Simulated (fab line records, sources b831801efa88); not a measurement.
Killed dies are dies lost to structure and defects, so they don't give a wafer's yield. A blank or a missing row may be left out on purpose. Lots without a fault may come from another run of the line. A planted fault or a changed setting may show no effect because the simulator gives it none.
fab line records | flow sfq_line
record lots=7 wafers=18 last_day=83
route steps=325 shown I6@280 M7@281
lots that met no fault: from a run of the same line without faults
start_h: hours from the record's first day to the start of the lot's first wafer shown | wait_h: hours since the lot's step before | " the same as in the row above | L1.1+2: a row that stands for several wafers | - no value, or no start given | * or withheld: withheld | < > ~ a bound
route shown NAME@n: a module of which the file shows steps, and the number in the route of the first | usual: mean/standard deviation of fault-free wafers | same: alike in all rows | chamber/n: place in a boat | sites: the reading at each site | _std_site: their standard deviation | _edge_site: outer sites' mean less inner sites' | radius_mm: how far each site lies from the wafer's centre | mask NAME#n: copy n | behind: the tool/chamber that last shaped the wafer | hold: why the lot was held/for how many hours/how that ended | device: the transistor (n, p or np) that didn't switch | end of line: the same wafers' tests at the end of the route | a step without rows: its recipe alone | killed: dies lost to structure and defects at the first sort, not the wafer's yield | map: a wafer's dies, x killed, . not, _ none there
set.NAME: the setting as run; set.NAME@STEP: as run at that earlier step | model.NAME: the simulator's own value behind a step, which no gauge read
lots at some steps of the route; a table a step, a row a wafer
services: from which hour (start_h, from the record's first day; less than 0 if before it) a tool's chamber was out of use, for how many hours, and why
## steps
# step SFQ_TRILAYER_I6_VIA_STRIP_SOLV_CLEAN_174
# recipe chemistry=NMP temp_c=70 time_s=600
# step SFQ_TRILAYER_M7_DEP_PRE_CLEAN_176
# recipe gas=Ar time_s=22.5 bias_v=250
# step SFQ_TRILAYER_M7_DEP_SPUTTER_175
# recipe material=Nb base_pressure_pa=1.33e-06 chamber_pressure_pa=0.1333 substrate_temp_c=20 target_thk_nm=200 power_w=2000 time_s=133.3
# usual cathode_dc_power_W=2000.0/0.34 substrate_temp_c=20.00/0.094 throttle_valve_pct=30.1/1.2
# columns lot.wafer tool chamber start_h wait_h cathode_dc_power_W substrate_temp_c throttle_valve_pct
L578.1 pvd_sputter-05 - 1638.38 0.0 2000.4 20.00 32.1
L578.4 " - " " 1999.5 19.95 30.7
L578.5 " - " " 2000.1 19.88 30.9
L580.3 pvd_sputter-05 - 1727.33 0.0 1999.6 19.99 30.2
L580.4 " - " " 2000.6 19.97 28.2
L580.6 " - " " 1999.8 19.91 28.3
L589.4 pvd_sputter-03 - 1804.38 0.0 2000.0 20.15 30.2
L589.6 " - " " 2000.0 20.12 28.5
L591.4 pvd_sputter-05 - 1815.18 0.0 2000.1 20.01 31.9
L591.6 " - " " 2000.4 19.82 27.9
L592.4 pvd_sputter-06 - 1817.58 0.0 2000.0 19.98 29.7
L592.6 " - " " 1999.8 19.99 29.7
L598.1 pvd_sputter-06 - 1877.92 0.0 1999.3 19.77 29.6
L598.3 " - " " 1999.7 20.07 30.8
L598.5 " - " " 1999.9 20.14 30.6
L599.2 pvd_sputter-05 - 1879.14 0.0 1999.7 19.95 28.3
L599.4 " - " " 2000.1 20.09 30.4
L599.6 " - " " 2000.2 20.01 30.6
# step SFQ_M7_RS_MEAS_943
# recipe thk_meas_gauge=four-point-probe reads=Nb_of_TRILAYER_M7_DEP_SPUTTER_175
# usual M7_NB_RS=0.892/0.011
# columns lot.wafer tool chamber start_h wait_h M7_NB_RS[ohm/sq]
L578.1 film_metro-01 - 1638.47 0.0 0.892
L578.4 " - " " 0.902
L578.5 " - " " 0.895
L580.3 film_metro-01 - 1727.46 0.1 0.912
L580.4 " - " " 0.899
L580.6 " - " " 0.905
L589.4 film_metro-01 - 1804.53 0.1 0.906
L589.6 " - " " 0.893
L591.4 film_metro-02 - 1815.33 0.1 0.878
L591.6 " - " " 0.882
L592.4 film_metro-02 - 1817.73 0.1 0.883
L592.6 " - " " 0.890
L598.1 film_metro-02 - 1878.01 0.0 0.907
L598.3 " - " " 0.882
L598.5 " - " " 0.894
L599.2 film_metro-04 - 1879.25 0.1 0.897
L599.4 " - " " 0.900
L599.6 " - " " 0.905
# step SFQ_TRILAYER_M7_LITHO_COAT_182
# recipe resist=BARC spin_rpm=3000 resist_thk_nm=62
# step SFQ_TRILAYER_M7_LITHO_COAT_177
# recipe resist=KrF spin_rpm=3000 resist_thk_nm=600
# step SFQ_TRILAYER_M7_LITHO_SOFTBAKE_181
# recipe temp_c=withheld time_s=withheld resist=KrF
# step SFQ_TRILAYER_M7_LITHO_EXPOSE_178
# recipe mask_id=M7 na=0.6 source_shape=conventional sigma_outer=0.65 target_cd_nm=500 dose_mj=14.4
# step SFQ_TRILAYER_M7_LITHO_PEB_180
# recipe peb_temp_c=115 peb_time_s=60 resist=KrF
# step SFQ_TRILAYER_M7_LITHO_DEVELOP_179
# recipe time_s=60 resist=KrF
# step SFQ_M7_OVL_MEAS_945
# usual M7_OVL=-2/5.3
# columns lot.wafer tool chamber start_h wait_h M7_OVL[nm]
L578.1 overlay-02 - 1644.03 0.1 -3
L578.4 " - " " -9
L578.5 " - " " -5
L580.3 overlay-02 - 1730.59 0.1 -8
L580.4 " - " " -6
L580.6 " - " " -3
L589.4 overlay-02 - 1806.91 0.1 -2
L589.6 " - " " 3
L591.4 overlay-01 - 1817.71 0.1 -7
L591.6 " - " " -3
L592.4 overlay-02 - 1820.11 0.1 -4
L592.6 " - " " -5
L598.1 overlay-01 - 1886.35 0.1 -6
L598.3 " - " " 1
L598.5 " - " " -2
L599.2 overlay-01 - 1887.55 0.1 -4
L599.4 " - " " -9
L599.6 " - " " -11
# step SFQ_TRILAYER_M7_BARC_OPEN_METAL_ETCH_229
# recipe mask_material=PR chemistry=O2 target_depth_nm=125 target=BARC icp_w=600 bias_w=80 pressure_mtorr=10 time_s=41.7
# usual drypump_motor_current_A=5.4/0.33 oes_product_au=0.685/0.0044 rf_fwd_power_W=594.5/2
# columns lot.wafer tool chamber start_h wait_h drypump_motor_current_A oes_product_au rf_fwd_power_W rf_hours_counter_h model.KrF_of_TRILAYER_M7_LITHO_COAT_177.thk_nm
L578.1 rie_metal-03 0 1644.06 0.0 5.0 0.682 596.9 76 522.4
L578.4 " 1 " " 5.7 0.690 595.7 - 524
L578.5 " 1 " " 5.7 0.688 594.5 - 525
L580.3 rie_metal-01 1 1730.63 0.0 6.1 0.692 591.6 - 526.4
L580.4 " 0 " " 5.3 0.682 595.9 - 527.6
L580.6 " 1 " " 6.1 0.689 592.2 - 527
L589.4 rie_metal-03 1 1806.95 0.0 5.7 0.679 595.9 - 525
L589.6 " 0 " " 5.0 0.686 592.7 - 493.3
L591.4 rie_metal-03 1 1817.75 0.0 5.7 0.692 595.7 - 526
L591.6 " 0 " " 5.0 0.686 594.1 - 493.5
L592.4 rie_metal-03 0 1820.15 0.0 5.0 0.686 591.9 - 521.9
L592.6 " 1 " " 5.6 0.691 595.0 - 497
L598.1 rie_metal-03 1 1886.38 0.0 5.7 0.677 591.5 94 523.7
L598.3 " 0 " " 5.0 0.689 598.4 - 522.2
L598.5 " 0 " " 5.0 0.687 597.0 - 519
L599.2 rie_metal-01 1 1887.58 0.0 6.1 0.688 592.5 96 523.1
L599.4 " 0 " " 5.3 0.688 592.5 - 522.6
L599.6 " 1 " " 6.1 0.682 591.7 - 523.9
# step SFQ_TRILAYER_M7_ETCH_METAL_ETCH_180
# recipe target=Nb stop_on=SiO2 mask_material=PR chemistry=Cl2/Ar target_depth_nm=240 icp_w=600 bias_w=80 pressure_mtorr=10 time_s=120
# usual drypump_motor_current_A=5.4/0.33 oes_product_au=0.892/0.0081 rf_fwd_power_W=597.5/1.9
# columns lot.wafer tool chamber start_h wait_h drypump_motor_current_A oes_product_au rf_fwd_power_W rf_hours_counter_h model.KrF_of_TRILAYER_M7_LITHO_COAT_177.thk_nm
L578.1 rie_metal-03 0 1644.12 0.0 5.0 0.894 599.2 76 376.8
L578.4 " 1 " " 5.7 0.883 598.5 - 388.4
L578.5 " 1 " " 5.7 0.886 598.8 - 388.1
L580.3 rie_metal-01 1 1730.71 0.1 6.1 0.874 595.4 - 386.1
L580.4 " 0 " " 5.4 0.886 597.1 - 392.7
L580.6 " 1 " " 6.1 0.889 595.8 - 385.8
L589.4 rie_metal-03 1 1807.03 0.1 5.7 0.887 597.6 - 387.7
L589.6 " 0 " " 5.0 0.890 598.1 - 350.2
L591.4 rie_metal-03 1 1817.83 0.1 5.7 0.906 600.2 - 389.1
L591.6 " 0 " " 5.0 0.899 599.1 - 348.7
L592.4 rie_metal-03 0 1820.23 0.1 5.0 0.903 596.5 - 376.2
L592.6 " 1 " " 5.7 0.897 595.8 - 359.1
L598.1 rie_metal-03 1 1886.44 0.0 5.7 0.891 596.5 94 390.5
L598.3 " 0 " " 5.0 0.903 596.8 - 378.1
L598.5 " 0 " " 5.0 0.891 596.8 - 375
L599.2 rie_metal-01 1 1887.64 0.0 6.1 0.889 598.4 96 383.4
L599.4 " 0 " " 5.3 0.885 593.2 - 385.6
L599.6 " 1 " " 6.1 0.890 596.1 - 383.5
# step SFQ_TRILAYER_M7_STRIP_STRIP_181
# recipe gas=O2 power_w=200 platen_temp_c=40 overash_fraction=0.65 chemistry=O2 pressure_mtorr=50
# usual drypump_motor_current_A=5.4/0.33 oes_product_au=0.998/0.015
# columns lot.wafer tool chamber start_h wait_h drypump_motor_current_A oes_product_au rf_hours_counter_h
L578.1 rie_metal-03 0 1644.25 0.1 5.0 1.015 76
L578.4 " 1 " " 5.7 0.978 -
L578.5 " 1 " " 5.7 0.982 -
L580.3 rie_metal-01 1 1731.00 0.2 6.1 0.994 -
L580.4 " 0 " " 5.4 0.966 -
L580.6 " 1 " " 6.1 1.002 -
L589.4 rie_metal-03 1 1807.32 0.2 5.6 0.990 -
L589.6 " 0 " " 5.0 1.015 -
L591.4 rie_metal-03 1 1818.12 0.2 5.7 0.978 -
L591.6 " 0 " " 5.0 1.001 -
L592.4 rie_metal-03 0 1820.52 0.2 5.0 1.018 -
L592.6 " 1 " " 5.7 0.979 -
L598.1 rie_metal-03 1 1886.57 0.1 5.7 0.985 94
L598.3 " 0 " " 5.0 1.028 -
L598.5 " 0 " " 5.0 1.015 -
L599.2 rie_metal-01 1 1887.77 0.1 6.1 0.991 96
L599.4 " 0 " " 5.4 0.983 -
L599.6 " 1 " " 6.1 0.987 -
## services
# columns tool chamber start_h hours kind
pvd_sputter-06 - 1724.42 36.5 repair
rie_metal-01 - 1747.45 2.8 pm
pvd_sputter-05 - 1753.18 0.7 repair
rie_metal-01 - 1763.33 2.4 repair
pvd_sputter-05 - 1787.08 2.6 repair
pvd_sputter-03 - 1822.30 2.3 repair
pvd_sputter-03 - 1831.43 5.4 repair
pvd_sputter-05 - 1848.73 7.3 repair
pvd_sputter-06 - 1858.36 1.2 repair
pvd_sputter-03 - 1860.73 2.3 repair
pvd_sputter-06 0 1875.80 - consumable_replace:kit
pvd_sputter-06 0 1875.80 18.0 scheduled_down
pvd_sputter-06 0 1875.80 18.0 vent_cycle
pvd_sputter-05 - 1886.10 4.0 repair
pvd_sputter-03 - 1887.71 1.2 repair
## key
first_sign none at tools or gauges
model_effect step=SFQ_TRILAYER_M7_BARC_OPEN_METAL_ETCH_229 value=KrF_of_TRILAYER_M7_LITHO_COAT_177.thk_nm without=521.6 struck=494.6
model_effect step=SFQ_TRILAYER_M7_ETCH_METAL_ETCH_180 value=KrF_of_TRILAYER_M7_LITHO_COAT_177.thk_nm without=379.7 struck=352.7
met_at SFQ_TRILAYER_M7_BARC_OPEN_METAL_ETCH_229
struck_wafers L589.6,L591.6,L592.6
onset_between 1644.06 1806.95
fault kind=process_parameter_drift tool=rie_metal-03 chamber=- onset_h=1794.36 steps=SFQ_TRILAYER_M7_BARC_OPEN_METAL_ETCH_229 channel=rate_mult offset=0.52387 shape=step end_h=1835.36 scope=struck_wafers_only
